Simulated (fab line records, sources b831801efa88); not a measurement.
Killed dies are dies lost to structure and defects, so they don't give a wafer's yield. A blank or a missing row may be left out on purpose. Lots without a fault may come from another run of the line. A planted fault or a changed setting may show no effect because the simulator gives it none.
One fault seen from 2 desks | flow gf180mcu | each desk has only its own numbers; what lay behind them comes last

THE METROLOGY DESK
What the gauges read, lot by lot, whatever tool the lot ran on: means of the sampled wafers that have a number. A lot is out of limits, marked OUT, if its mean lies more than 4 standard deviations from the usual mean; the brackets give that distance.
Columns: A = HV_LDD_OVL at GF_HV_LDD_OVL_MEAS_08, usual -0.7 nm; B = HV_LDD_3_TW at GF_HV_LDD_TW_MEAS_38, usual 1427; C = HV_LDD_03_OVL at GF_HV_LDD_OVL_MEAS_47, usual -0.4 nm; D = HV_LDD_RS at GF_HV_LDD_RS_MEAS_53, usual 418.4 ohm/sq
lot  | first seen here | A    | B    | C    | D
L583 | day 10 00:38    | -2.1 | 1427 | 0.8  | 416.4
L584 | day 10 06:05    | -0.3 | 1418 | -0.4 | 420.9
L585 | day 10 13:16    | -0.9 | 1443 | -0.1 | 415.8
L586 | day 10 23:30    | -1.0 | 1441 | -1.3 | 414.7
L587 | day 11 07:10    | -0.7 | 1423 | -2.9 | 416.8
L590 | day 12 01:53    | -0.0 | 1431 | -2.6 | 419.1
L596 | day 14 06:23    | 0.2  | 1427 | -1.7 | 419.3
L598 | day 14 18:59    | 1.5  | 1427 | -1.4 | 418.9
L599 | day 15 02:38    | -0.3 | 1424 | 0.3  | 419.0
L600 | day 15 04:34    | -1.2 | 1433 | -0.5 | 417.9
L605 | day 16 17:36    | 0.2  | 1424 | -0.1 | 419.0
L606 | day 17 02:36    | -1.7 | 1431 | -0.2 | 418.8
This desk's finding: nothing out of limits on any of the 12 lots.

THE TOOL OWNER'S DESK: implanter-03
The tool's own readings at GF_HV_LDD_IMPLANT_34: means of the sampled wafers that have a number, for each lot that ran on this tool. A lot is out of limits, marked OUT, if its mean lies more than 4 standard deviations from the usual mean; the brackets give that distance.
Columns: A = dose_ions_cm2 at GF_HV_LDD_IMPLANT_34, usual 7.5e+12; B = faraday_current_uA at GF_HV_LDD_IMPLANT_34, usual 42.3
lot  | first seen here | A                         | B
L583 | day 11 13:32    | 7.5e+12                   | 43.1
L584 | day 11 19:20    | 7.5e+12                   | 42.8
L585 | day 12 01:37    | 8.7e+12 (+99 or more) OUT | 48.6 (+7.7) OUT
L586 | day 12 13:44    | 8.7e+12 (+99 or more) OUT | 49.0 (+8.1) OUT
L606 | day 19 00:38    | 7.5e+12                   | 43.0
This desk's finding: out of limits on L585, L586; first on L585, day 12 01:37 (dose_ions_cm2 at GF_HV_LDD_IMPLANT_34). In limits: L583, L584, L606.

PUT TOGETHER
The tool owner's desk could have raised an alarm at day 12 01:37, on L585, L586.
The metrology desk saw nothing out of limits.
The metrology desk has L585, L586 on record, within its limits.
Of the lots named, all ran GF_HV_LDD_IMPLANT_34 on implanter-03.

WHAT THE SIMULATOR HAD PUT IN
Process parameter drift: implanter-03, from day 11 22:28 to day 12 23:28, at GF_HV_LDD_IMPLANT_34. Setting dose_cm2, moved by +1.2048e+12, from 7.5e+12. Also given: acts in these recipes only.
Lots struck among those shown: L585, L586.
Hours from the fault's start to each desk's first reading out of limits: the tool owner's desk, 3.
